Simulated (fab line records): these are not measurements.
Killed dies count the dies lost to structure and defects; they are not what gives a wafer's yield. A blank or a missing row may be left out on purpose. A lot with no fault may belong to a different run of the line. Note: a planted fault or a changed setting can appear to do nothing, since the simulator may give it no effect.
Matching of chambers + flow sky130 + SKY_VIA2_CMP_02 on cmp-01: 4 sister chambers
The step polishes SiO2. 16 wafers are shown with their chamber, then 8 later ones without.

== EACH WAFER AND ITS CHAMBER ==
| wafer  | chamber | motor current A (A) | retaining ring pressure frac |
|--------|---------|---------------------|------------------------------|
| L730.1 | 2       | 11.3                | 1.003                        |
| L730.4 | 0       | 12.7                | 0.996                        |
| L730.5 | 3       | 14.4                | 0.999                        |
| L736.1 | 2       | 12.3                | 1.013                        |
| L736.3 | 0       | 12.6                | 1.001                        |
| L736.5 | 3       | 15.3                | 1.007                        |
| L746.1 | 0       | 12.1                | 1.002                        |
| L746.2 | 2       | 11.3                | 0.998                        |
| L746.5 | 2       | 11.9                | 0.994                        |
| L747.1 | 2       | 11.5                | 1.007                        |
| L747.3 | 1       | 11.8                | 1.004                        |
| L747.6 | 1       | 11.4                | 1.008                        |
| L748.1 | 3       | 15.1                | 0.996                        |
| L748.3 | 1       | 11.6                | 0.998                        |
| L748.4 | 0       | 13.3                | 0.998                        |
| L750.4 | 0       | 13.1                | 0.996                        |

SIGNATURES (means of the wafers above)
| reading                      | chamber 0 | chamber 1 | chamber 2 | chamber 3 | scatter within a chamber |
|------------------------------|-----------|-----------|-----------|-----------|--------------------------|
| motor current A              | 12.760    | 11.600    | 11.660    | 14.933    | 0.423                    |
| retaining ring pressure frac | 0.99860   | 1.00333   | 1.00300   | 1.00067   | 0.00554                  |
Rule: a wafer lies at a distance from a chamber equal to the root of the sum of squares, over the readings, of (its reading less the chamber's mean, divided by the reading's scatter). The wafer belongs to the nearest chamber; if the next one is less than 2 further off, it can't be placed. How the scatter is found: for the shown wafers, subtract from each reading the mean of its chamber, square and add these, divide the total by (wafers less chambers), then take the root.

== WAFERS WITHOUT THEIR CHAMBER ==
| wafer  | motor current A (A) | retaining ring pressure frac |
|--------|---------------------|------------------------------|
| L750.5 | 14.7                | 0.998                        |
| L750.6 | 12.8                | 1.004                        |
| L751.1 | 15.6                | 0.996                        |
| L751.2 | 11.8                | 1.006                        |
| L751.3 | 12.5                | 1.000                        |
| L752.3 | 11.5                | 0.999                        |
| L752.5 | 11.6                | 1.000                        |
| L752.6 | 11.7                | 1.000                        |

== EACH ONE'S CHAMBER ==
| wafer  | from the rows above          | in truth |
|--------|------------------------------|----------|
| L750.5 | 3                            | 3        |
| L750.6 | can't be placed: 0 or 2 or 1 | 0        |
| L751.1 | 3                            | 3        |
| L751.2 | can't be placed: 2 or 1 or 0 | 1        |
| L751.3 | can't be placed: 0 or 2 or 1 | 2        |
| L752.3 | can't be placed: 2 or 1      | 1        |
| L752.5 | can't be placed: 2 or 1      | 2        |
| L752.6 | can't be placed: 2 or 1 or 0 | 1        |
Placed correctly: 2 of 8. These rows do not allow placing 6 (true chamber among the candidates in 6). Wrongly placed: 0.
